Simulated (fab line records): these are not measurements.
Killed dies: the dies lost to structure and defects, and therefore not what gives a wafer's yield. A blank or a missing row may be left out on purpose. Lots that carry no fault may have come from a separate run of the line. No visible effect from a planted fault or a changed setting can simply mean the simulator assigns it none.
One fault seen from 2 desks    flow gf180mcu    numbers are kept per desk, each desk with only its own; the story behind them comes last

== THE METROLOGY DESK ==
Means of the sampled wafers that have a number, per lot and without regard to the tool the lot ran on: this is what the gauges read. Marked OUT: a lot whose mean sits more than 4 standard deviations from the usual mean, which makes it out of limits; the brackets give that distance.
Columns: A = DNWELL_TW at GF_DNWELL_TW_MEAS_09, usual 1353; B = NWELL_OVL at GF_NWELL_OVL_MEAS_07, usual 0.5 nm
lot   first seen here  A     B
L179  day 3 10:29      1350  1.5
L181  day 3 20:41      1355  0.3
L189  day 5 16:47      1356  1.4
L191  day 6 03:54      1351  2.5
L192  day 6 09:08      1359  1.4
L194  day 6 18:37      1370  0.0
Result from this desk: across the 6 lots, nothing is out of limits.

== THE TOOL OWNER'S DESK: implanter-04 ==
GF_NWELL_IMPLANT_09, tool's own readings: per-lot mean of the sampled wafers with a number, covering each lot this tool ran. Marked OUT: a lot whose mean sits more than 4 standard deviations from the usual mean, which makes it out of limits; the brackets give that distance.
Columns: A = beamEnergyKeV at GF_NWELL_IMPLANT_09, usual 160.00; B = tiltDeg at GF_NWELL_IMPLANT_09, usual -0.005 degrees
lot   first seen here  A                         B
L181  day 4 10:40      159.96                    -0.022
L189  day 6 07:23      167.17 (+99 or more) OUT  0.003
L191  day 6 18:55      167.22 (+99 or more) OUT  -0.032
This desk's finding: out of limits on L189, L191; first on L189, day 6 07:23 (beamEnergyKeV at GF_NWELL_IMPLANT_09). In limits: L181.

== ALL TOGETHER ==
An alarm could have come from the tool owner's desk at day 6 07:23, on L189, L191.
At the metrology desk, nothing out of limits was observed.
The metrology desk has L189, L191 on record, within its limits.
GF_NWELL_IMPLANT_09 was run on implanter-04 by each of the lots named.

== WHAT THE SIMULATOR HAD PUT IN ==
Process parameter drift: implanter-04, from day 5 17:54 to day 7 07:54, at GF_NWELL_IMPLANT_09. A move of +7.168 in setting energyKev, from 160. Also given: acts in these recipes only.
Lots struck among those shown: L189, L191.
Delay in hours, fault start to first out-of-limits reading, by desk: the tool owner's desk at 13.
